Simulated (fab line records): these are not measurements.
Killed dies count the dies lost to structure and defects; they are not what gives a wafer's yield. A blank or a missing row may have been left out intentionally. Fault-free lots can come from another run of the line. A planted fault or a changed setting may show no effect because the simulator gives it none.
fab line records | flow sfq-line
record: lots: 13 | wafers: 39 | last-day: 94
route steps=325 shown JJ@193
lots that met no fault: from a run of the same line without faults
start-h: hours from the record's first day to the start of the lot's first wafer shown | wait-h: hours elapsed since this lot's preceding step | " same as the row above | L1.1+2: several wafers, shown together as one row | - no value, or no start was given | * or withheld: withheld | < > ~ a bound
route shown NAME@n: a module of which the file shows steps, and the number in the route of the first | usual: mean/standard deviation of fault-free wafers | same: alike in all rows | chamber/n: place in a boat | sites: the reading at each site | _std_site: their standard deviation | _edge_site: mean of outer sites minus mean of inner sites | radius-mm: how far each site lies from the wafer's centre | mask NAME#n: copy n | behind: the last tool/chamber to shape the wafer | hold: what put the lot on hold/how long, in hours/how the hold closed | device: which transistor (n, p or np) failed to switch | end of line: tests of these same wafers at the route's end | where a step has no rows: the recipe by itself | killed: not the wafer's yield, but the dies lost to structure and defects at the first sort | map: the dies of a wafer, with x for killed, . for not killed, _ for no die there
set.NAME: the setting as run; set.NAME@STEP: as run at that earlier step | model.NAME: the simulator's own value behind a step, which no gauge read
the route's steps for a sample of lots (tables are steps, rows are wafers)
services: a tool's chamber out of use, with start hour (start-h, from the record's first day; less than 0 if before it), hours out, and reason
== steps ==
step: SFQ_TRILAYER_JJ_CE_BARC_OPEN_RIE_150
recipe: mask-material: PR | chemistry: O2 | target-depth-nm: 240 | target: BARC | icp-w: 600 | bias-w: 80 | pressure-mtorr: 10 | time-s: 80
usual: bias-w: 79.98/0.23 | drypump-motor-current-A: 5.9/0.39 | oes-product-au: 0.537/0.0047
lot.wafer | tool         | chamber | start-h | wait-h | bias-w | drypump-motor-current-A | oes-product-au | rf-hours-counter-h
L982.3    | rie-metal-01 | 0       | 1304.06 | 0.6    | 79.95  | 5.0                     | 0.532          | -
L982.4    | "            | 1       | "       | "      | 80.15  | 5.6                     | 0.542          | -
L982.6    | "            | 0       | "       | "      | 80.35  | 5.0                     | 0.539          | -
L983.1    | rie-metal-04 | 0       | 1320.83 | 1.0    | 79.87  | 6.2                     | 0.541          | 139
L983.3    | "            | 0       | "       | "      | 79.48  | 6.1                     | 0.539          | -
L983.4    | "            | 1       | "       | "      | 79.84  | 5.7                     | 0.540          | -
L986.2    | rie-metal-04 | 1       | 1349.66 | 0.8    | 80.01  | 5.7                     | 0.534          | -
L986.3    | "            | 1       | "       | "      | 79.97  | 5.7                     | 0.544          | -
L986.4    | "            | 1       | "       | "      | 80.04  | 5.7                     | 0.532          | -
L987.2    | rie-metal-02 | 0       | 1361.30 | 0.8    | 80.16  | 6.3                     | 0.542          | 38
L987.3    | "            | 1       | "       | "      | 79.78  | 5.8                     | 0.542          | -
L987.5    | "            | 0       | "       | "      | 80.27  | 6.3                     | 0.536          | -
L989.2    | rie-metal-04 | 1       | 1368.50 | 0.8    | 79.62  | 5.7                     | 0.543          | 73
L989.5    | "            | 0       | "       | "      | 83.88  | 6.2                     | 0.542          | -
L989.6    | "            | 1       | "       | "      | 79.65  | 5.7                     | 0.534          | -
L995.2    | rie-metal-02 | 1       | 1402.10 | 0.8    | 80.28  | 5.9                     | 0.539          | 54
L995.4    | "            | 1       | "       | "      | 80.07  | 5.8                     | 0.529          | -
L995.5    | "            | 0       | "       | "      | 79.61  | 6.3                     | 0.539          | -
L996.1    | rie-metal-01 | 0       | 1403.30 | 1.0    | 79.66  | 5.0                     | 0.538          | 95
L996.2    | "            | 0       | "       | "      | 79.88  | 5.0                     | 0.543          | -
L996.6    | "            | 0       | "       | "      | 79.58  | 5.0                     | 0.542          | -
L997.4    | rie-metal-01 | 1       | 1404.53 | 0.4    | 79.98  | 5.6                     | 0.542          | -
L997.5    | "            | 1       | "       | "      | 80.04  | 5.6                     | 0.535          | -
L997.6    | "            | 0       | "       | "      | 79.74  | 5.0                     | 0.552          | -
L998.1    | rie-metal-02 | 0       | 1405.70 | 1.0    | 79.98  | 6.3                     | 0.539          | 44
L998.2    | "            | 1       | "       | "      | 80.12  | 5.8                     | 0.534          | 55
L998.6    | "            | 1       | "       | "      | 79.98  | 5.9                     | 0.533          | -
L999.2    | rie-metal-02 | 0       | 1406.90 | 0.8    | 80.12  | 6.3                     | 0.541          | 44
L999.3    | "            | 1       | "       | "      | 80.10  | 5.9                     | 0.533          | -
L999.4    | "            | 0       | "       | "      | 80.23  | 6.3                     | 0.534          | -
L100.2    | rie-metal-02 | 1       | 1408.10 | 0.8    | 79.72  | 5.8                     | 0.541          | 56
L100.3    | "            | 0       | "       | "      | 80.19  | 6.3                     | 0.531          | -
L100.5    | "            | 1       | "       | "      | 79.87  | 5.9                     | 0.536          | -
L101.2    | rie-metal-02 | 0       | 1409.30 | 0.8    | 80.07  | 6.3                     | 0.539          | 44
L101.4    | "            | 0       | "       | "      | 80.00  | 6.3                     | 0.530          | -
L101.6    | "            | 0       | "       | "      | 80.02  | 6.3                     | 0.539          | -
L102.1    | rie-metal-02 | 1       | 1410.50 | 1.0    | 80.11  | 5.9                     | 0.533          | 56
L102.2    | "            | 0       | "       | "      | 80.15  | 6.3                     | 0.538          | 44
L102.3    | "            | 0       | "       | "      | 80.23  | 6.3                     | 0.546          | -
== services ==
tool         | chamber | start-h | hours | kind
rie-metal-02 | 0       | 1280.82 | 11.2  | repair
rie-metal-04 | -       | 1292.35 | 6.3   | repair
rie-metal-04 | 0       | 1331.55 | -     | clean
rie-metal-04 | 0       | 1331.55 | -     | consumable-replace:focus-ring
rie-metal-04 | 0       | 1331.55 | 21.3  | scheduled-down
rie-metal-04 | 0       | 1331.55 | 21.3  | vent-cycle
rie-metal-01 | 1       | 1377.48 | 26.9  | repair
rie-metal-04 | -       | 1401.26 | 28.1  | pm
== key ==
first-sign: step: SFQ_TRILAYER_JJ_CE_BARC_OPEN_RIE_150 | reading: bias-w | direction: up | sigmas: 17 | usual: 79.98 | struck: 83.88
effect none on later readings
met-at SFQ_TRILAYER_JJ_CE_BARC_OPEN_RIE_150
struck-lots L989
struck-wafers L989.5
onset-between 1320.83 1368.50
fault: kind: process-parameter-drift | tool: rie-metal-04 | chamber: 0 | onset-h: 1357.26 | steps: SFQ_TRILAYER_JJ_CE_BARC_OPEN_RIE_150 | channel: bias-w | offset: 3.7893 | shape: step | end-h: 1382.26 | acts-in: these-recipes-only | stated: 80
